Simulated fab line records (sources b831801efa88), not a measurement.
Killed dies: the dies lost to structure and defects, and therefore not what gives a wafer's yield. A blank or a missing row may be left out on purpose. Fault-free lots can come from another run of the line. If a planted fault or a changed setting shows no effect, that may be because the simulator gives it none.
A struck lot beside a sound one -- flow gf180mcu -- 23 out of 602 route steps
Sound: wafers L858.2, L858.4, L858.6. Wafers L864.1, L864.3, L864.4 were the ones struck. At the end, the cause is stated.
Per side, at each step with rows, come the tool, then ch with its chambers, and then its first start. Under that, the readings that differ: sound wafers -- struck wafers -- difference of the means -- sigmas: that difference in standard deviations of wafers without a fault.
alike: same words and numbers on both sides, and readings whose means sit less than 2 such deviations apart. not compared: any withheld reading, any reading some wafer has no value for, any bound like >300 that may hide the same value, and any number with overlapping values for which the record gives no deviation.
Wherever a step has rows on one side only, a row that says differs or no value, or a row with sigmas, the two part there. Numbers that don't overlap but have no deviation are shown without sigmas and don't part them. A reading that every wafer of one side lacks parts them only if that side has two wafers or more.

first, 4 steps without rows for these wafers: GF_NSD_SOFTBAKE_03 (time 60 s); GF_NSD_EXPOSE_04 (exposes mask Nplus, target cd 400 nm); GF_NSD_PEB_05; GF_NSD_DEVELOP_06 (develop time 60 s).
GF_NSD_CD_MEAS_07: the cd target is 400 nm.
  sound: cd_sem-01 at day 15 04:03; struck: cd_sem-01 at day 16 22:32
  alike: cd_nm
GF_NSD_OVL_MEAS_08:
  sound: overlay-02 at day 15 04:09; struck: overlay-02 at day 16 22:40
  alike: NSD_OVL
then, 2 steps without rows for these wafers: GF_NSD_IMPLANT_09; GF_NSD_IMPLANT_10.
GF_NSD_STRIP_11: strips in O2/N2.
  sound on plasma_asher-01 ch 0,1, day 15 04:29; struck on plasma_asher-01 ch 0,1, day 16 23:00
  alike: drypump_motor_current_A, heater_power_w, oes_product_au, strip_time_to_endpoint_s
  not compared: rf_hours_counter_h
GF_NSD_TW_MEAS_12:
  sound: film_metro-03 at day 15 04:35; struck: film_metro-01 at day 16 23:06
  alike: NSD_TW
then, 2 steps without rows for these wafers: GF_PSD_DEHYDRATE_00 (time 60 s); GF_PSD_HMDS_01 (prime time 60 s).
GF_PSD_COAT_02: resist thk 1000 nm.
  sound on litho_track-02 ch 0, day 15 15:10; struck on litho_track-02 ch 0, day 17 10:05
reading,sound,struck,difference,sigmas
spin_speed_rpm (rpm),3000.4 3001.2 3002.5,2871.4 2871.1 2869.6,-130.7,-65
model.NOVOLAK_of_PSD_COAT_02.thk_nm (nm),996.1 998 998.8,1025 1025 1025,+27,
then, 3 steps without rows for these wafers: GF_PSD_SOFTBAKE_03 (time 60 s); GF_PSD_EXPOSE_04 (exposes mask Pplus, target cd 400 nm); GF_PSD_PEB_05.
GF_PSD_DEVELOP_06: develop time 60 s.
  sound on litho_track-04 ch 0, day 16 01:36; struck on litho_track-04 ch 0, day 17 21:37
reading,sound,struck,difference,sigmas
model.NOVOLAK_of_PSD_COAT_02.thk_nm (nm),995.7 997.6 998.4,1025 1024 1025,+27,
GF_PSD_CD_MEAS_07: the cd target is 400 nm.
  sound: cd_sem-02 at day 16 01:44; struck: cd_sem-02 at day 17 21:46
reading,sound,struck,difference,sigmas
cd_nm (nm),400.3 401.3 398.7,395.7 396.1 395.0,-4.5,-2
GF_PSD_OVL_MEAS_08:
  sound: overlay-01 at day 16 01:51; struck: overlay-01 at day 17 21:53
  alike: PSD_OVL
after that, 1 step had no rows for these wafers: GF_PSD_IMPLANT_09.
GF_PSD_STRIP_10: strips in O2/N2.
  sound on plasma_asher-02 ch 0,1, day 16 02:02; struck on plasma_asher-02 ch 0,1, day 17 22:05
reading,sound,struck,difference,sigmas
strip_time_to_endpoint_s (s),16.49 16.52 16.53,16.83 16.80 16.80,+0.30,+9
  alike: drypump_motor_current_A, heater_power_w, oes_product_au
  not compared: rf_hours_counter_h
GF_PSD_TW_MEAS_11:
  sound: film_metro-03 at day 16 02:08; struck: film_metro-01 at day 17 22:11
  alike: PSD_TW
-- the record jumps here: 14 days lie between the struck wafers' starts before and after (it left off in module PSD and takes up again in module PASSIVATION, whose first step shown is number 602 of the route) --
GF_PASSIVATION_PROBE_99:
  only the struck wafers here have rows in the record (prober-01, day 32 03:22); the sound ones have none

WHERE THEY PART
Earliest at GF_PSD_COAT_02; latest, in this record, at GF_PASSIVATION_PROBE_99.

WHY: what had been put in by the simulator
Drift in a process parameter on litho_track-02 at GF_PSD_COAT_02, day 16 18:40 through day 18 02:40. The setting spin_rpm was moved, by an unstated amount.
